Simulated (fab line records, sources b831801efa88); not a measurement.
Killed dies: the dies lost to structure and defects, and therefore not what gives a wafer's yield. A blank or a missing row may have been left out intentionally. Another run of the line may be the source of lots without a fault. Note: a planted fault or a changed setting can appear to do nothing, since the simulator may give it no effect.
Lot-split experiment    flow sfqLine    23 wafers read across 5 lots, on a route 325 steps long

## ABOUT THE SPLIT
At SFQ_TRILAYER_M2_DEP_SPUTTER_055 (material Nb, target thk 200 nm, time 133.3 s), the setting powerW was moved away from the recipe's 2000 W on 6 of the 23 wafers read, by -7.8% to +8.0%. For the rest of the wafers, this setting stayed at what the recipe calls for.

## FROM THE SPLIT TO THE READING: what the file shows between them, 5 steps
- SFQ_M2_RS_MEAS_914: measures by four-point-probe
- SFQ_TRILAYER_M2_LITHO_EXPOSE_058: exposes mask M2, target cd 500 nm (also split here: doseMj)
- SFQ_TRILAYER_M2_LITHO_PEB_060: peb time 60 s
- SFQ_TRILAYER_M2_LITHO_DEVELOP_059: time 60 s
- SFQ_TRILAYER_M2_BARC_OPEN_METAL_ETCH_077: etches BARC in O2, target depth 125 nm, time 41.7 s

## THE READING
oesProductAu, in a.u., at SFQ_TRILAYER_M2_ETCH_METAL_ETCH_060 (etches Nb in Cl2/Ar, stops on SiO2, target depth 240 nm, time 120 s). Fault-free wafers of this fab line usually give 0.892 a.u., standard deviation 0.0097 a.u.

wafer   tool, chamber at the split  powerW as run, W  against the recipe  oesProductAu, a.u.  against lot-mates on the recipe
L074.1  pvdSputter-03, -            2000              recipe              0.901               -
L074.2  pvdSputter-03, -            2075              +3.8%               0.937               +0.036
L074.4  pvdSputter-03, -            2075              +3.8%               0.930               +0.029
L074.5  pvdSputter-03, -            2000              recipe              0.887               -
L074.6  pvdSputter-03, -            2000              recipe              0.916               -
L075.1  pvdSputter-04, -            2000              recipe              0.885               -
L075.2  pvdSputter-04, -            2000              recipe              0.891               -
L075.3  pvdSputter-04, -            2000              recipe              0.890               -
L075.4  pvdSputter-04, -            1844              -7.8%               0.850               -0.039
L075.5  pvdSputter-04, -            1844              -7.8%               0.859               -0.030
L076.2  pvdSputter-05, -            2160              +8.0%               0.934               +0.043
L076.3  pvdSputter-05, -            2000              recipe              0.881               -
L076.4  pvdSputter-05, -            2000              recipe              0.903               -
L076.5  pvdSputter-05, -            2160              +8.0%               0.943               +0.052
L076.6  pvdSputter-05, -            2000              recipe              0.890               -
L078.1  pvdSputter-03, -            2000              recipe              0.897               -
L078.4  pvdSputter-03, -            2000              recipe              0.899               -
L078.5  pvdSputter-03, -            2000              recipe              0.891               -
L083.1  pvdSputter-03, -            2000              recipe              0.906               -
L083.2  pvdSputter-03, -            2000              recipe              0.888               -
L083.3  pvdSputter-03, -            2000              recipe              0.895               -
L083.4  pvdSputter-03, -            2000              recipe              0.881               -
L083.5  pvdSputter-03, -            2000              recipe              0.904               -

THE FIT
A straight line over all 23 wafers: oesProductAu changes by +0.00579 a.u. for each +1% of powerW; r = +0.90; the points scatter about the line by 0.01 a.u.
The same after taking each lot's own level away (the mean of its wafers on the recipe; 23 wafers): +0.00545 a.u. for each +1%; r = +0.91; scatter 0.0088 a.u.
That fit puts the effect of the largest move of powerW on the reading at 0.044 a.u.
The span of the lots' own levels, 0.8887 to 0.9013 a.u., comes to 1.3 times the standard deviation stated above.
So the lot-to-lot level changes the slope little: the two slopes agree.
Check: with one of the wafers moved furthest among these (+8.0%) left out of the fit, the line predicts +0.0466 a.u. for it against its lot-mates. It came out at +0.0427 a.u. against them.

## THESE WAFERS: OTHER SPLITS
Note: prior to the reading, these wafers also went through further splits. Each is held against what the fit with the lots' levels taken away leaves over:
other split on the same wafers                  wafers away from the commonest value  r with oesProductAu (lot level and that fit taken away)
SFQ_TRILAYER_INCOMING_OXIDATION_002 oxTimeS     15                                    +0.07
SFQ_TRILAYER_L0_VIA_LITHO_COAT_013 spinRpm      9                                     +0.29
SFQ_TRILAYER_M0_LITHO_COAT_026 resistThkNm      8                                     -0.17
SFQ_TRILAYER_M0_LITHO_EXPOSE_022 doseMj         6                                     +0.25
SFQ_TRILAYER_I0_VIA_LITHO_COAT_036 resistThkNm  4                                     -0.26
SFQ_TRILAYER_M1_LITHO_COAT_044 resistThkNm      6                                     -0.07
SFQ_TRILAYER_M1_LITHO_EXPOSE_040 doseMj         11                                    -0.28
SFQ_TRILAYER_M2_LITHO_EXPOSE_058 doseMj         10                                    -0.28

## THE WHOLE CHAIN: every reading that the file lists as answering this split, in the file's order
step                                 what it does                                                         reading                                                                                   change (the file's fit)                    r (the file's)
SFQ_TRILAYER_M2_DEP_SPUTTER_055      material Nb, target thk 200 nm, time 133.3 s                         Nb_of_TRILAYER_M2_DEP_SPUTTER_055.thkNm (the simulator's own value, which no gauge read)  +2.06 nm for each +1% of the setting       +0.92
SFQ_M2_RS_MEAS_914                   measures by four-point-probe                                         M2_NB_RS                                                                                  -0.00942 for each +1% of the setting       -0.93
SFQ_TRILAYER_M2_ETCH_METAL_ETCH_060  etches Nb in Cl2/Ar, stops on SiO2, target depth 240 nm, time 120 s  oesProductAu                                                                              +0.00556 a.u. for each +1% of the setting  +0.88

## FILE'S OWN FIT
oesProductAu changes by +0.00556 a.u. for each +1% of powerW, r = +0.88.
